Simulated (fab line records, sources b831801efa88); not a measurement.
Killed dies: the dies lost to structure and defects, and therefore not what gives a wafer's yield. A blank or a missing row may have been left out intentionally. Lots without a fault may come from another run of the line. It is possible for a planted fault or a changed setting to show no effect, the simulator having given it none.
Chamber matching	flow gf180mcu	4 sister chambers for GF_V1_CMP_26 on cmp-02
The step polishes, stops on SiO2, t overpolish 15 s, target thk 0 nm. 8 wafers are shown with their chamber, then 7 later ones without.

## WAFERS WITH THEIR CHAMBER
wafer	chamber	motor_current_A (A)	head_pressure_psi (psi)
L477.3	0	10.7	3.499
L479.3	0	11.1	3.514
L479.5	3	10.2	3.498
L479.6	2	12.4	3.514
L486.3	3	10.2	3.500
L486.6	1	11.4	3.501
L493.1	1	11.3	3.497
L493.2	2	13.3	3.493

## WAFERS WITHOUT THEIR CHAMBER
wafer	motor_current_A (A)	head_pressure_psi (psi)
L493.3	11.2	3.493
L495.1	9.8	3.497
L495.2	10.8	3.499
L495.5	10.6	3.490
L496.2	13.0	3.496
L496.4	11.0	3.493
L496.5	9.8	3.504

## WHICH CHAMBER EACH ONE RAN IN
wafer	from the rows above	in truth
L493.3	can't be placed: 1 or 0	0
L495.1	3	3
L495.2	can't be placed: 0 or 1 or 3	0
L495.5	can't be placed: 3 or 0 or 1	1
L496.2	2	2
L496.4	can't be placed: 1 or 0 or 3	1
L496.5	can't be placed: 3 or 0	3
Placed correctly: 2 of 7. Unplaceable from these rows: 5, with the true chamber sitting among the candidates in 5. 0 placed wrongly.
How it was worked out, from the rows above alone: a wafer's distance from a chamber is the root of the sum, over the readings, of the square of ((its reading less the chamber's mean) divided by the reading's scatter). The wafer belongs to the nearest chamber; if the next one is less than 2 further off, it can't be placed. A chamber's mean is the mean of its shown wafers. How the scatter is found: for the shown wafers, subtract from each reading the mean of its chamber, square and add these, divide the total by (wafers less chambers), then take the root.
